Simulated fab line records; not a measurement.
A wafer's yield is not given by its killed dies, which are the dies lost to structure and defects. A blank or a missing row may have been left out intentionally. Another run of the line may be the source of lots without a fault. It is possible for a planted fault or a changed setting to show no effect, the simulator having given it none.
fab line records	flow sky130
record: lots: 24	wafers: 72	lastDay: 50
route steps=708 shown VIA1@482 METAL2@486 METAL3@532 METAL4@634 VIA4@660 METAL5@664
lots that met no fault: from a run of the same line without faults
startH: the number of hours between the record's first day and the start of the first shown wafer of the lot	waitH: how many hours have passed since the lot's step before this one	" as in the row above	L1.1+2: a single row standing in for several wafers	- either no value or no given start	* or withheld: withheld	< > ~ a bound
route shown NAME@n: NAME is a module with steps in the file, n the number in the route of the first one	usual: mean and standard deviation over wafers with no fault	same: alike in all rows	chamber/n: place in a boat	sites: the reading at each site	_std_site: standard deviation across them	_edge_site: mean of outer sites minus mean of inner sites	radiusMm: for every site, how far away it sits from the centre of the wafer	mask NAME#n: copy n	behind: the tool/chamber that last shaped the wafer	hold: why the lot went on hold/how many hours it stayed there/how the hold came to an end	device: the transistor (n, p or np) that didn't switch	end of line: the same wafers' tests at the end of the route	step lacking rows: just its recipe	killed: dies lost to structure and defects at the first sort, not the wafer's yield	map: the dies of a wafer, with x for killed, . for not killed, _ for no die there
set.NAME: the setting the step ran with; set.NAME@STEP: the setting that earlier step ran with	model.NAME: the simulator's own value behind a step, which no gauge read
a sample of lots followed through the steps of the route, with each step as a table and each wafer as a row
services: from which hour (startH, from the record's first day; less than 0 if before it) a tool's chamber was out of use, for how many hours, and why
== steps ==
step: SKY_VIA1_CMP_24
recipe: stopOn: SiO2	tOverpolishS: 15	downForcePsi: 3.5	platenRpm: 60	targetThkNm: 0	padVelocityMS: 0.94248
usual: headPressurePsi: 3.500/0.0077	motorCurrentA: 11.1/0.83	overpolishRunS: 15.001/0.01	platenRpm: 60.00/0.036	timeToEndpointS: 62/3.4
lot.wafer	tool	chamber	startH	waitH	headPressurePsi	motorCurrentA	overpolishRunS	platenRpm	timeToEndpointS
L074.2	cmp-02	3	787.69	0.1	3.500	12.0	15.005	59.95	63
L074.4	"	0	"	"	3.512	10.0	14.991	60.06	65
L074.3	"	1	"	"	3.489	12.1	14.994	60.01	61
L077.1	cmp-02	2	801.03	0.1	3.497	10.8	15.014	59.98	61
L077.4	"	1	"	"	3.507	11.3	14.987	59.98	64
L077.6	"	3	"	"	3.498	11.6	15.002	60.03	64
L075.1	cmp-02	0	803.96	0.2	3.492	10.1	14.996	59.96	65
L075.5	"	2	"	"	3.498	10.1	15.006	59.95	58
L075.6	"	3	"	"	3.496	11.9	14.999	60.01	62
L076.2	cmp-02	3	807.70	0.4	3.497	12.5	14.999	59.99	68
L076.6	"	1	"	"	3.492	11.7	14.985	60.03	68
L076.5	"	2	"	"	3.494	10.7	15.000	59.97	62
L078.3	cmp-02	0	812.41	0.0	3.519	9.9	14.997	60.05	68
L078.2	"	1	"	"	3.498	12.1	15.004	60.03	67
L078.6	"	1	"	"	3.509	11.5	15.009	59.99	63
L079.1	cmp-02	0	815.49	0.1	3.486	10.3	14.996	60.02	69
L079.2	"	2	"	"	3.486	10.7	14.997	59.99	65
L079.3	"	3	"	"	3.504	11.3	15.009	59.98	67
L080.1	cmp-02	1	832.84	0.1	3.503	12.0	14.980	60.04	65
L080.4	"	2	"	"	3.492	10.6	14.999	59.97	59
L080.3	"	0	"	"	3.505	10.2	14.992	60.00	61
L081.4	cmp-02	0	847.45	0.1	3.513	10.2	15.015	59.99	60
L081.2	"	1	"	"	3.502	11.7	15.009	59.98	63
L081.3	"	2	"	"	3.506	10.3	14.984	60.05	58
L082.2	cmp-02	2	849.42	0.1	3.513	10.7	15.008	60.02	56
L082.4	"	0	"	"	3.500	9.9	15.003	60.06	63
L082.6	"	2	"	"	3.500	10.8	15.010	60.04	56
L083.4	cmp-02	3	856.82	0.1	3.490	11.8	14.991	60.02	62
L083.3	"	0	"	"	3.508	10.1	14.994	59.99	66
L083.5	"	2	"	"	3.508	10.6	14.996	59.96	61
L084.2	cmp-02	1	868.28	0.1	3.508	11.8	15.011	60.00	64
L084.3	"	3	"	"	3.505	11.6	15.020	59.95	61
L084.5	"	1	"	"	3.496	11.7	14.995	60.00	62
L085.3	cmp-01	1	889.78	0.2	3.494	11.3	15.012	59.99	59
L085.5	"	2	"	"	3.511	11.4	14.994	60.02	62
L085.6	"	3	"	"	3.490	11.1	14.992	59.94	58
L086.1	cmp-01	0	893.99	0.1	3.496	9.9	14.999	59.91	64
L086.4	"	1	"	"	3.496	11.9	14.991	60.00	58
L086.2	"	2	"	"	3.505	12.2	15.013	60.01	66
L087.4	cmp-01	3	894.66	0.0	3.503	11.6	14.999	59.99	57
L087.3	"	1	"	"	3.508	11.5	15.000	60.03	58
L087.1	"	2	"	"	3.492	12.1	15.015	60.00	67
L088.3	cmp-02	1	899.36	0.0	3.499	12.3	15.003	59.93	62
L088.1	"	2	"	"	3.501	10.5	15.000	60.01	59
L088.5	"	2	"	"	3.510	10.5	15.002	60.03	58
L089.2	cmp-01	1	904.83	0.1	3.506	11.2	15.003	60.05	56
L089.4	"	2	"	"	3.501	12.2	15.009	60.00	63
L089.5	"	0	"	"	3.494	9.6	14.985	59.99	61
L090.1	cmp-02	1	916.48	0.1	3.507	12.1	14.998	59.95	59
L090.2	"	2	"	"	3.512	10.0	15.013	59.94	58
L090.6	"	1	"	"	3.499	12.4	14.991	60.04	63
L091.2	cmp-02	2	919.31	0.0	3.514	10.9	15.018	60.02	56
L091.3	"	0	"	"	3.492	10.3	15.003	60.02	61
L091.6	"	3	"	"	3.502	12.2	14.994	60.00	59
L092.1	cmp-02	2	922.91	0.1	3.505	10.4	15.003	60.01	60
L092.3	"	0	"	"	3.494	10.0	14.995	59.97	66
L092.5	"	2	"	"	3.509	11.1	15.009	60.01	57
L093.1	cmp-02	3	931.09	0.1	3.496	11.7	15.007	59.95	58
L093.3	"	1	"	"	3.502	12.0	15.002	59.99	64
L093.6	"	2	"	"	3.501	11.1	15.001	60.01	58
L094.1	cmp-01	3	948.13	0.3	3.488	11.9	15.002	59.96	55
L094.5	"	1	"	"	3.493	11.8	15.001	59.99	59
L094.6	"	2	"	"	3.501	12.6	14.996	59.98	63
L095.3	cmp-02	2	948.91	0.1	3.509	10.6	15.004	59.98	58
L095.4	"	3	"	"	3.497	11.6	14.999	60.03	64
L095.6	"	1	"	"	3.501	12.4	14.997	59.97	62
L096.4	cmp-01	1	955.39	0.1	3.485	11.6	14.990	60.02	60
L096.3	"	2	"	"	3.496	12.1	15.004	60.04	67
L096.6	"	0	"	"	3.497	9.9	14.996	60.04	68
L097.2	cmp-02	0	967.18	0.0	3.513	10.0	14.983	60.00	66
L097.3	"	1	"	"	3.492	11.1	14.984	59.96	61
L097.5	"	0	"	"	3.510	9.7	15.008	59.95	63
step: SKY_METAL2_SPUTTER_03
recipe: material: Ti	targetThkNm: 5	powerW: 3000	timeS: 3.3	chamberPressurePa: 0.4
usual: throttleValvePct: 29.5/0.93
lot.wafer	tool	chamber	startH	waitH	throttleValvePct
L074.2	pvdSputter-02	-	788.01	0.0	31.0
L074.3	"	-	"	"	31.3
L074.4	"	-	"	"	30.7
L077.1	pvdSputter-03	-	801.40	0.0	28.7
L077.4	"	-	"	"	28.6
L077.6	"	-	"	"	28.5
L075.1	pvdSputter-03	-	804.24	0.0	28.9
L075.5	"	-	"	"	28.8
L075.6	"	-	"	"	28.9
L076.2	pvdSputter-03	-	807.97	0.0	29.0
L076.5	"	-	"	"	28.8
L076.6	"	-	"	"	28.5
L078.2	pvdSputter-03	-	812.79	0.0	28.6
L078.3	"	-	"	"	28.9
L078.6	"	-	"	"	28.8
L079.1	pvdSputter-03	-	815.86	0.0	28.8
L079.2	"	-	"	"	28.8
L079.3	"	-	"	"	28.7
L080.1	pvdSputter-02	-	833.22	0.0	31.4
L080.3	"	-	"	"	30.4
L080.4	"	-	"	"	31.4
L081.2	pvdSputter-03	-	847.77	0.0	28.8
L081.3	"	-	"	"	28.8
L081.4	"	-	"	"	28.6
L082.2	pvdSputter-02	-	849.75	0.0	31.0
L082.4	"	-	"	"	31.0
L082.6	"	-	"	"	30.5
L083.3	pvdSputter-04	-	857.10	0.0	29.1
L083.4	"	-	"	"	29.1
L083.5	"	-	"	"	29.4
L084.2	pvdSputter-04	-	868.61	0.0	29.9
L084.3	"	-	"	"	29.3
L084.5	"	-	"	"	29.1
L085.3	pvdSputter-04	-	890.00	0.0	29.3
L085.5	"	-	"	"	30.4
L085.6	"	-	"	"	28.9
L086.1	pvdSputter-02	-	894.36	0.0	30.9
L086.2	"	-	"	"	30.6
L086.4	"	-	"	"	30.0
L087.1	pvdSputter-03	-	895.04	0.0	28.9
L087.3	"	-	"	"	28.8
L087.4	"	-	"	"	28.6
L088.1	pvdSputter-02	-	899.73	0.0	31.1
L088.3	"	-	"	"	30.6
L088.5	"	-	"	"	31.4
L089.2	pvdSputter-03	-	905.10	0.0	28.8
L089.4	"	-	"	"	28.6
L089.5	"	-	"	"	28.8
L090.1	pvdSputter-02	-	916.85	0.0	30.1
L090.2	"	-	"	"	31.2
L090.6	"	-	"	"	31.1
L091.2	pvdSputter-02	-	919.69	0.0	31.0
L091.3	"	-	"	"	29.5
L091.6	"	-	"	"	30.4
L092.1	pvdSputter-04	-	923.29	0.0	28.8
L092.3	"	-	"	"	28.8
L092.5	"	-	"	"	28.7
L093.1	pvdSputter-04	-	931.42	0.0	29.2
L093.3	"	-	"	"	30.1
L093.6	"	-	"	"	29.0
L094.1	pvdSputter-04	-	948.41	0.0	29.1
L094.5	"	-	"	"	28.9
L094.6	"	-	"	"	30.1
L095.3	pvdSputter-04	-	949.18	0.0	29.3
L095.4	"	-	"	"	28.9
L095.6	"	-	"	"	29.8
L096.3	pvdSputter-04	-	955.71	0.0	29.0
L096.4	"	-	"	"	29.4
L096.6	"	-	"	"	28.8
L097.2	pvdSputter-03	-	967.55	0.0	28.9
L097.3	"	-	"	"	28.7
L097.5	"	-	"	"	28.8
step: SKY_METAL3_SPUTTER_00
recipe: material: Ti	targetThkNm: 15	powerW: 3000	timeS: 10	chamberPressurePa: 0.4
usual: throttleValvePct: 29.3/0.57
lot.wafer	tool	chamber	startH	waitH	throttleValvePct
L074.2	pvdSputter-03	-	845.47	0.1	28.8
L074.3	"	-	"	"	28.6
L074.4	"	-	"	"	29.0
L077.1	pvdSputter-03	-	858.98	0.1	28.5
L077.4	"	-	"	"	28.5
L077.6	"	-	"	"	29.0
L075.1	pvdSputter-01	-	860.66	0.2	29.6
L075.5	"	-	"	"	29.4
L075.6	"	-	"	"	29.1
L076.2	pvdSputter-04	-	864.67	0.2	28.9
L076.5	"	-	"	"	28.9
L076.6	"	-	"	"	29.4
L078.2	pvdSputter-03	-	869.61	0.1	28.7
L078.3	"	-	"	"	28.6
L078.6	"	-	"	"	28.8
L079.1	pvdSputter-03	-	872.59	0.1	28.7
L079.2	"	-	"	"	28.6
L079.3	"	-	"	"	28.8
L080.1	pvdSputter-03	-	890.53	0.2	28.6
L080.3	"	-	"	"	28.7
L080.4	"	-	"	"	29.1
L081.2	pvdSputter-04	-	904.38	0.2	29.1
L081.3	"	-	"	"	28.9
L081.4	"	-	"	"	30.4
L082.2	pvdSputter-04	-	906.88	0.1	28.9
L082.4	"	-	"	"	28.8
L082.6	"	-	"	"	30.9
L083.3	pvdSputter-01	-	913.84	0.2	29.8
L083.4	"	-	"	"	29.4
L083.5	"	-	"	"	29.6
L084.2	pvdSputter-03	-	925.96	0.1	28.7
L084.3	"	-	"	"	29.0
L084.5	"	-	"	"	28.8
L085.3	pvdSputter-01	-	945.31	0.2	29.4
L085.5	"	-	"	"	30.2
L085.6	"	-	"	"	29.6
L086.1	pvdSputter-01	-	949.36	0.1	29.9
L086.2	"	-	"	"	30.1
L086.4	"	-	"	"	30.0
L087.1	pvdSputter-03	-	950.22	0.1	29.0
L087.3	"	-	"	"	29.0
L087.4	"	-	"	"	28.7
L088.1	pvdSputter-03	-	954.18	0.1	28.6
L088.3	"	-	"	"	28.8
L088.5	"	-	"	"	28.6
L089.2	pvdSputter-03	-	958.18	0.2	28.8
L089.4	"	-	"	"	28.7
L089.5	"	-	"	"	28.8
L090.1	pvdSputter-01	-	968.17	0.2	29.6
L090.2	"	-	"	"	29.7
L090.6	"	-	"	"	29.2
L091.2	pvdSputter-01	-	971.38	0.2	29.4
L091.3	"	-	"	"	29.4
L091.6	"	-	"	"	29.0
L092.1	pvdSputter-01	-	975.68	0.1	29.3
L092.3	"	-	"	"	30.0
L092.5	"	-	"	"	29.6
L093.1	pvdSputter-01	-	982.64	0.2	29.6
L093.3	"	-	"	"	29.2
L093.6	"	-	"	"	30.1
L094.1	pvdSputter-01	-	998.68	0.2	29.6
L094.5	"	-	"	"	29.7
L094.6	"	-	"	"	30.2
L095.3	pvdSputter-04	-	999.86	0.2	28.9
L095.4	"	-	"	"	28.5
L095.6	"	-	"	"	29.5
L096.3	pvdSputter-01	-	1006.10	0.2	29.1
L096.4	"	-	"	"	29.3
L096.6	"	-	"	"	30.1
L097.2	pvdSputter-04	-	1017.44	0.1	29.2
L097.3	"	-	"	"	30.4
L097.5	"	-	"	"	29.3
step: SKY_METAL4_METAL_ETCH_18
recipe: targetDepthA: 8450	stopOn: SiO2	overEtchFrac: 0.3	timeS: 183.1	chemistry: Cl2/BCl3	resistSidewallDeg: 88	pressureMtorr: 10	icpW: 900	biasW: 48.5	Cl2_flow_sccm: 60	bcl3FlowSccm: 30
usual: biasW: 48.48/0.14	drypumpMotorCurrentA: 5.7/0.42	oesProductAu: 0.866/0.0074	throttleValvePct: 22.264/0.0087
lot.wafer	tool	chamber	startH	waitH	biasW	drypumpMotorCurrentA	oesProductAu	rfHoursCounterH	throttleValvePct
L074.2	rieMetal-03	1	978.84	0.0	48.48	6.3	0.863	13	22.273
L074.3	"	1	"	"	48.56	6.3	0.860	-	22.264
L074.4	"	0	"	"	48.81	5.7	0.866	-	22.280
L077.1	rieMetal-01	0	990.41	0.0	48.60	5.9	0.862	8	22.259
L077.4	"	0	"	"	48.56	5.9	0.866	-	22.244
L077.6	"	1	"	"	48.38	5.5	0.871	-	22.265
L075.1	rieMetal-03	1	990.98	0.0	48.43	6.3	0.866	14	22.252
L075.5	"	1	"	"	48.46	6.3	0.874	-	22.260
L075.6	"	0	"	"	48.58	5.7	0.867	-	22.275
L076.2	rieMetal-01	0	996.01	0.0	48.46	5.9	0.869	9	22.256
L076.5	"	1	"	"	48.62	5.5	0.874	-	22.258
L076.6	"	0	"	"	48.71	6.0	0.871	-	22.280
L078.2	rieMetal-04	0	1000.81	0.0	48.29	5.1	0.868	4	22.266
L078.3	"	1	"	"	48.31	5.0	0.860	-	22.261
L078.6	"	0	"	"	48.12	5.1	0.871	-	22.271
L079.1	rieMetal-03	0	1010.31	0.0	48.65	5.7	0.882	14	22.273
L079.2	"	1	"	"	48.43	6.3	0.875	15	22.256
L079.3	"	0	"	"	48.56	5.7	0.864	-	22.271
L080.1	rieMetal-03	1	1017.76	0.0	48.45	6.3	0.857	16	22.267
L080.3	"	1	"	"	48.60	6.3	0.866	-	22.255
L080.4	"	0	"	"	48.55	5.7	0.871	-	22.257
L081.2	rieMetal-03	0	1029.68	0.0	48.35	5.7	0.867	15	22.261
L081.3	"	0	"	"	48.71	5.7	0.874	-	22.285
L081.4	"	1	"	"	48.24	6.3	0.869	-	22.262
L082.2	rieMetal-04	0	1031.79	0.1	48.38	5.1	0.865	-	22.266
L082.4	"	0	"	"	48.55	5.1	0.877	-	22.254
L082.6	"	0	"	"	48.48	5.1	0.867	-	22.254
L083.3	rieMetal-03	0	1037.05	0.1	48.58	5.7	0.857	-	22.270
L083.4	"	1	"	"	48.50	6.3	0.862	-	22.280
L083.5	"	0	"	"	48.37	5.7	0.851	-	22.267
L084.2	rieMetal-03	1	1049.07	0.1	48.42	6.3	0.867	-	22.266
L084.3	"	1	"	"	48.43	6.3	0.861	-	22.266
L084.5	"	1	"	"	48.53	6.3	0.864	-	22.269
L085.3	rieMetal-04	0	1063.42	0.1	48.35	5.1	0.882	-	22.266
L085.5	"	0	"	"	48.59	5.1	0.860	-	22.263
L085.6	"	1	"	"	48.25	5.1	0.866	-	22.279
L086.1	rieMetal-03	0	1068.66	0.0	48.50	5.7	0.876	17	22.262
L086.2	"	1	"	"	48.70	6.3	0.851	20	22.270
L086.4	"	0	"	"	48.20	5.7	0.860	-	22.261
L087.1	rieMetal-01	1	1069.01	0.0	48.63	5.5	0.867	5	22.248
L087.3	"	0	"	"	48.43	5.9	0.874	-	22.258
L087.4	"	1	"	"	48.52	5.5	0.861	-	22.254
L088.1	rieMetal-01	0	1073.48	0.0	48.56	5.9	0.855	14	22.264
L088.3	"	1	"	"	48.32	5.5	0.868	-	22.266
L088.5	"	0	"	"	48.39	5.9	0.877	-	22.258
L089.2	rieMetal-03	0	1075.56	0.0	48.50	5.7	0.860	18	22.277
L089.4	"	0	"	"	48.66	5.7	0.861	-	22.260
L089.5	"	0	"	"	48.59	5.7	0.859	-	22.266
L090.1	rieMetal-01	1	1083.51	0.0	48.43	5.5	0.874	6	22.251
L090.2	"	0	"	"	48.65	5.9	0.861	14	22.275
L090.6	"	0	"	"	48.74	5.9	0.856	-	22.266
L091.2	rieMetal-03	0	1087.66	0.0	48.40	5.7	0.857	18	22.268
L091.3	"	0	"	"	48.36	5.7	0.867	-	22.282
L091.6	"	0	"	"	48.47	5.7	0.864	-	22.275
L092.1	rieMetal-04	1	1091.51	0.0	48.60	5.1	0.869	2	22.262
L092.3	"	0	"	"	48.54	5.1	0.862	-	22.262
L092.5	"	1	"	"	48.40	5.0	0.866	-	22.255
L093.1	rieMetal-01	0	1097.56	0.0	48.53	5.9	0.874	15	22.255
L093.3	"	1	"	"	48.19	5.5	0.856	-	22.255
L093.6	"	0	"	"	48.57	6.0	0.863	-	22.257
L094.1	rieMetal-04	1	1111.49	0.0	48.60	5.0	0.862	3	22.264
L094.5	"	0	"	"	48.56	5.1	0.865	-	22.261
L094.6	"	1	"	"	48.66	5.1	0.865	-	22.260
L095.3	rieMetal-01	0	1113.17	0.1	48.62	5.9	0.859	-	22.262
L095.4	"	1	"	"	48.44	5.4	0.869	-	22.267
L095.6	"	1	"	"	48.60	5.4	0.858	-	22.247
L096.3	rieMetal-03	1	1118.07	0.1	48.34	6.3	0.860	-	22.266
L096.4	"	0	"	"	48.38	5.7	0.860	-	22.285
L096.6	"	1	"	"	48.52	6.3	0.868	-	22.259
L097.2	rieMetal-01	0	1126.58	0.0	48.47	6.0	0.862	18	22.268
L097.3	"	1	"	"	48.46	5.5	0.867	-	22.253
L097.5	"	1	"	"	48.31	5.5	0.860	-	22.256
step: SKY_VIA4_CMP_21
recipe: stopOn: SiO2	tOverpolishS: 25	downForcePsi: 3.5	platenRpm: 60	targetThkNm: 0	padVelocityMS: 0.94248
usual: headPressurePsi: 3.502/0.0073	motorCurrentA: 11.3/0.91	overpolishRunS: 24.999/0.0085	platenRpm: 60.00/0.04	timeToEndpointS: 118/5
lot.wafer	tool	chamber	startH	waitH	headPressurePsi	motorCurrentA	overpolishRunS	platenRpm	timeToEndpointS
L074.3	cmp-02	2	1003.68	0.0	3.495	10.4	24.994	59.99	118
L074.4	"	3	"	"	3.494	11.5	24.991	59.96	122
L074.2	"	1	"	"	3.503	12.0	25.006	59.96	123
L077.1	cmp-02	0	1014.92	0.2	3.492	9.8	24.996	60.04	122
L077.4	"	2	"	"	3.502	10.5	25.005	60.00	116
L077.6	"	1	"	"	3.501	11.4	24.997	60.05	121
L075.1	cmp-02	2	1015.73	0.3	3.506	10.8	25.011	60.05	112
L075.6	"	0	"	"	3.499	10.1	25.012	60.06	121
L075.5	"	1	"	"	3.515	12.6	24.993	60.02	118
L076.2	cmp-02	2	1021.41	0.4	3.503	10.7	24.994	59.93	111
L076.6	"	0	"	"	3.498	9.8	25.011	60.04	123
L076.5	"	1	"	"	3.499	12.2	24.999	60.00	118
L078.2	cmp-01	1	1025.44	0.1	3.494	11.6	24.983	60.03	111
L078.3	"	3	"	"	3.496	12.1	25.004	60.05	112
L078.6	"	1	"	"	3.503	11.3	24.996	60.00	110
L079.1	cmp-01	2	1035.60	0.1	3.502	12.7	24.995	60.03	121
L079.3	"	0	"	"	3.507	9.4	25.007	59.98	121
L079.2	"	1	"	"	3.496	11.6	24.996	59.98	113
L080.1	cmp-02	1	1042.62	0.1	3.472	12.2	25.012	59.97	125
L080.4	"	2	"	"	3.496	11.0	24.986	60.03	118
L080.3	"	3	"	"	3.501	11.8	25.009	60.03	125
L081.2	cmp-02	0	1053.27	0.0	3.506	10.6	24.989	60.02	123
L081.3	"	2	"	"	3.518	10.5	25.003	60.07	113
L081.4	"	3	"	"	3.494	11.7	24.996	60.00	116
L082.4	cmp-01	3	1056.38	0.1	3.504	11.5	24.995	59.95	108
L082.2	"	1	"	"	3.502	11.9	24.997	59.98	107
L082.6	"	3	"	"	3.505	11.4	24.982	59.99	109
L083.4	cmp-01	3	1060.68	0.2	3.500	11.5	24.990	59.99	109
L083.3	"	1	"	"	3.493	12.2	24.997	60.01	111
L083.5	"	0	"	"	3.507	10.0	25.012	59.94	119
L084.3	cmp-01	1	1072.68	0.1	3.500	11.7	25.000	59.98	109
L084.2	"	2	"	"	3.497	12.5	24.994	60.03	119
L084.5	"	1	"	"	3.499	11.8	25.004	59.97	107
L085.3	cmp-01	3	1085.95	0.1	3.502	11.6	25.005	60.00	115
L085.5	"	1	"	"	3.496	11.9	24.999	60.01	115
L085.6	"	2	"	"	3.498	12.4	25.000	60.01	120
L086.4	cmp-01	0	1091.96	0.0	3.496	9.5	25.015	59.93	121
L086.1	"	2	"	"	3.503	11.9	24.987	59.95	126
L086.2	"	3	"	"	3.506	11.9	24.998	59.99	110
L087.3	cmp-01	1	1092.66	0.0	3.506	12.1	24.997	59.99	111
L087.1	"	2	"	"	3.500	12.3	25.006	59.97	121
L087.4	"	3	"	"	3.511	11.8	24.990	59.99	113
L088.3	cmp-01	0	1096.05	0.1	3.489	9.8	25.009	60.05	126
L088.1	"	2	"	"	3.500	12.1	25.005	60.01	126
L088.5	"	3	"	"	3.499	11.0	24.999	60.03	115
L089.4	cmp-02	3	1098.75	0.1	3.500	11.2	24.986	60.02	114
L089.2	"	0	"	"	3.496	10.3	25.005	59.92	121
L089.5	"	2	"	"	3.491	10.5	25.003	59.96	112
L090.1	cmp-02	1	1105.62	0.1	3.516	11.3	24.999	60.01	120
L090.2	"	3	"	"	3.502	12.1	24.997	59.99	118
L090.6	"	0	"	"	3.516	10.2	25.000	59.93	122
L091.2	cmp-02	0	1109.62	0.3	3.499	9.8	24.987	60.01	122
L091.3	"	1	"	"	3.485	12.4	25.005	60.05	122
L091.6	"	3	"	"	3.508	12.1	25.002	60.01	115
L092.3	cmp-01	1	1113.79	0.0	3.518	11.6	25.007	59.98	120
L092.1	"	3	"	"	3.501	11.4	24.990	59.99	113
L092.5	"	1	"	"	3.508	11.5	24.982	59.98	119
L093.3	cmp-02	3	1119.11	0.1	3.505	11.6	24.996	60.00	118
L093.1	"	0	"	"	3.504	10.3	25.007	60.07	123
L093.6	"	2	"	"	3.496	10.2	24.984	60.00	117
L094.1	cmp-01	0	1133.20	0.5	3.502	10.0	25.006	60.04	123
L094.6	"	1	"	"	3.505	11.8	24.995	59.96	124
L094.5	"	2	"	"	3.499	12.3	25.002	60.01	127
L095.4	cmp-02	2	1134.44	0.0	3.489	10.4	25.001	59.95	113
L095.3	"	3	"	"	3.499	11.7	25.004	59.99	118
L095.6	"	2	"	"	3.503	10.5	25.006	59.97	112
L096.4	cmp-01	0	1138.80	0.1	3.502	9.9	24.994	60.06	118
L096.3	"	2	"	"	3.501	12.3	25.001	59.96	122
L096.6	"	3	"	"	3.490	11.5	24.992	59.98	113
L097.2	cmp-02	3	1147.75	0.4	3.503	11.4	25.015	60.05	113
L097.3	"	0	"	"	3.498	10.1	24.986	59.96	114
L097.5	"	2	"	"	3.494	10.3	25.000	60.00	110
step: SKY_METAL5_SPUTTER_03
recipe: material: Ti	targetThkNm: 5	powerW: 3000	timeS: 3.3	chamberPressurePa: 0.4
usual: throttleValvePct: 29.5/0.92
lot.wafer	tool	chamber	startH	waitH	throttleValvePct
L074.2	pvdSputter-02	-	1004.08	0.0	30.0
L074.3	"	-	"	"	31.1
L074.4	"	-	"	"	30.7
L077.1	pvdSputter-03	-	1015.32	0.0	28.9
L077.4	"	-	"	"	28.9
L077.6	"	-	"	"	28.7
L075.1	pvdSputter-04	-	1016.03	0.0	30.4
L075.5	"	-	"	"	29.0
L075.6	"	-	"	"	29.4
L076.2	pvdSputter-03	-	1021.70	0.0	28.7
L076.5	"	-	"	"	28.6
L076.6	"	-	"	"	28.7
L078.2	pvdSputter-02	-	1025.84	0.0	30.4
L078.3	"	-	"	"	29.7
L078.6	"	-	"	"	31.2
L079.1	pvdSputter-03	-	1036.00	0.0	28.8
L079.2	"	-	"	"	28.4
L079.3	"	-	"	"	29.0
L080.1	pvdSputter-03	-	1042.97	0.0	28.7
L080.3	"	-	"	"	28.4
L080.4	"	-	"	"	28.5
L081.2	pvdSputter-03	-	1053.67	0.0	28.8
L081.3	"	-	"	"	28.8
L081.4	"	-	"	"	29.0
L082.2	pvdSputter-04	-	1056.73	0.0	29.0
L082.4	"	-	"	"	30.6
L082.6	"	-	"	"	28.7
L083.3	pvdSputter-03	-	1061.08	0.0	29.0
L083.4	"	-	"	"	29.1
L083.5	"	-	"	"	28.8
L084.2	pvdSputter-04	-	1073.08	0.0	30.4
L084.3	"	-	"	"	28.9
L084.5	"	-	"	"	30.3
L085.3	pvdSputter-04	-	1086.25	0.0	28.7
L085.5	"	-	"	"	30.5
L085.6	"	-	"	"	29.4
L086.1	pvdSputter-02	-	1092.36	0.0	29.7
L086.2	"	-	"	"	30.5
L086.4	"	-	"	"	31.3
L087.1	pvdSputter-04	-	1093.06	0.0	29.6
L087.3	"	-	"	"	30.5
L087.4	"	-	"	"	28.9
L088.1	pvdSputter-03	-	1096.40	0.0	28.8
L088.3	"	-	"	"	28.7
L088.5	"	-	"	"	28.8
L089.2	pvdSputter-03	-	1099.10	0.0	28.6
L089.4	"	-	"	"	28.8
L089.5	"	-	"	"	28.9
L090.1	pvdSputter-02	-	1105.97	0.0	30.5
L090.2	"	-	"	"	29.4
L090.6	"	-	"	"	29.6
L091.2	pvdSputter-03	-	1109.97	0.0	29.0
L091.3	"	-	"	"	28.5
L091.6	"	-	"	"	28.7
L092.1	pvdSputter-04	-	1114.19	0.0	30.4
L092.3	"	-	"	"	29.1
L092.5	"	-	"	"	29.0
L093.1	pvdSputter-02	-	1119.41	0.0	30.0
L093.3	"	-	"	"	30.6
L093.6	"	-	"	"	30.4
L094.1	pvdSputter-02	-	1133.45	0.0	30.3
L094.5	"	-	"	"	30.1
L094.6	"	-	"	"	30.3
L095.3	pvdSputter-03	-	1134.84	0.0	28.8
L095.4	"	-	"	"	28.8
L095.6	"	-	"	"	28.4
L096.3	pvdSputter-02	-	1139.15	0.0	31.4
L096.4	"	-	"	"	29.7
L096.6	"	-	"	"	31.6
L097.2	pvdSputter-04	-	1148.05	0.0	29.1
L097.3	"	-	"	"	30.4
L097.5	"	-	"	"	28.9
== services ==
tool	chamber	startH	hours	kind
pvdSputter-03	-	763.95	10.5	repair
cmp-01	-	767.95	1.6	repair
pvdSputter-02	-	777.75	1.7	repair
cmp-01	-	779.22	39.5	repair
pvdSputter-03	-	806.33	1.3	repair
cmp-01	-	818.76	6.6	pm
cmp-02	-	825.40	4.7	pm
cmp-01	-	837.35	2.5	repair
rieMetal-03	0	840.89	1.6	repair
cmp-02	-	854.77	0.2	repair
pvdSputter-02	-	860.05	1.9	repair
cmp-01	-	913.19	4.0	pm
cmp-01	-	938.44	2.2	repair
cmp-01	-	1007.97	14.2	pm
cmp-02	-	1059.95	1.6	repair
pvdSputter-04	-	1070.49	1.3	repair
cmp-02	-	1070.67	4.0	pm
pvdSputter-03	-	1072.75	3.6	repair
pvdSputter-02	-	1075.46	5.2	repair
cmp-01	-	1103.23	6.9	repair
cmp-01	-	1106.28	0.3	repair
cmp-02	-	1133.33	0.2	repair
cmp-01	-	1144.54	2.4	repair
cmp-01	-	1146.41	2.1	repair
== key ==
fault none
